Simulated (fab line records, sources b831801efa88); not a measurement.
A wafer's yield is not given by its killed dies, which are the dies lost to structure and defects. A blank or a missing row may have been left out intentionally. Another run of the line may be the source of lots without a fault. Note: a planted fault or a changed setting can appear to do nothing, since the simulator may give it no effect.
Problem report, 8D (eight disciplines) form, completed by code -- flow gf180mcu -- the parts of the form that need people (team, actions taken, sign-off) are left out

1. WHAT IS WRONG
MIM_ALCU_RS at GF_MIM_RS_MEAS_10 reads a mean of 0.1729 ohm/sq on 6 wafers of 2 lots; wafers without a fault read 0.1603 ohm/sq with a standard deviation of 0.0014. That is +9.0 standard deviations from the usual mean.
The step: measures by four-point-probe.
First seen on wafer L730.1, day 27 14:56, on filmMetro-02. Wafers with a number at this step in the record: 30, from 10 lots. By rule, "out" or "out of limits" means more than 4 standard deviations away from the usual mean. Any other wafer with a number is counted as sound.

2. WHAT THIS IS AND IS NOT
question,is,is not
which readings at this step,MIM_ALCU_RS,-
which lots,"L730, L732","L721, L722, L723, L731, L734, L735, L738, L739"
which wafers of those lots,all that have a number,-
read on which gauges,"filmMetro-02, filmMetro-04",filmMetro-01
when,from day 27 14:56,"up to then (9 sound wafers); but 15 sound wafers of L731, L734, L735, L738, L739 came after"

3. WHAT RULES OUT EACH SUSPECT
Counting: a tool at any process step up to the reading remains a suspect when it ran all the lots that are out and ran no sound lot after the first of those.
- the gauge at GF_MIM_RS_MEAS_10 has been ruled out. Those wafers that are out were read across 2 gauges (filmMetro-02, filmMetro-04).
- pvdSputter-03 at GF_MIM_SPUTTER_08 (material AlCu, target thk 200 nm, time 10.6 s): kept. It ran every lot that is out, first L730 (day 27 14:53), and no sound lot after that. Its own readings are out on those wafers: cathodeDcPowerW.
Left after counting: pvdSputter-03 at GF_MIM_SPUTTER_08.

4. THE CAUSE (what the simulator had put in)
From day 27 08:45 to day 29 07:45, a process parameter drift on pvdSputter-03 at GF_MIM_SPUTTER_08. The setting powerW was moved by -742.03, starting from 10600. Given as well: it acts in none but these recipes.
Counting left only this tool.

5. SEQUENCE OF EFFECTS, ordered by route
Each row: a reading where the mean over the struck wafers with a number is more than 3 standard deviations away from the usual. Only readings whose record carries a usual standard deviation are examined. hours: median over the lots of the time between each lot's start at the first step of this table that gives one and its start at this step. sigmas: the change, counted in usual standard deviations.
hours,step,reading,usual,on struck wafers,change,sigmas
0,GF_MIM_SPUTTER_08,cathodeDcPowerW,10600 W,9858,-742,-99 or more
0,GF_MIM_RS_MEAS_10,MIM_ALCU_RS,0.1603 ohm/sq,0.1729,+0.0126,+9.0
6,GF_MIM_THK_MEAS_11,MIM_ALCU_THK,202.0 nm,188.6,-13.4,-6.7
19,GF_MIM_METAL_ETCH_19,oesProductAu,0.942 a.u.,0.919,-0.022,-3.6
Here are the process steps it includes:
- GF_MIM_SPUTTER_08: material AlCu, target thk 200 nm, time 10.6 s.
- GF_MIM_METAL_ETCH_19: etches the open film in Cl2/BCl3, stops on Si3N4, target depth 324.5 nm, time 54.1 s.
Later steps that measure or inspect, where all struck wafers having a row at the step show a number for every such reading and not one has moved that far: GF_M5_CD_MEAS_07.

6. WHAT WOULD HAVE CAUGHT IT SOONER
Counted from the fault's start at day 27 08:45, it took 6 hours until the first out-of-limits reading at a measuring or inspecting step in this record, taken at day 27 14:56.
The tool's own readings at GF_MIM_SPUTTER_08 were out on every struck wafer that the step has a row for (cathodeDcPowerW): an alarm limit on them would have fired on the first of those.
Among the 2 lots that are out, L732 began GF_MIM_SPUTTER_08 on pvdSputter-03 after day 27 14:56. A hold on the tool at that time would have spared it.
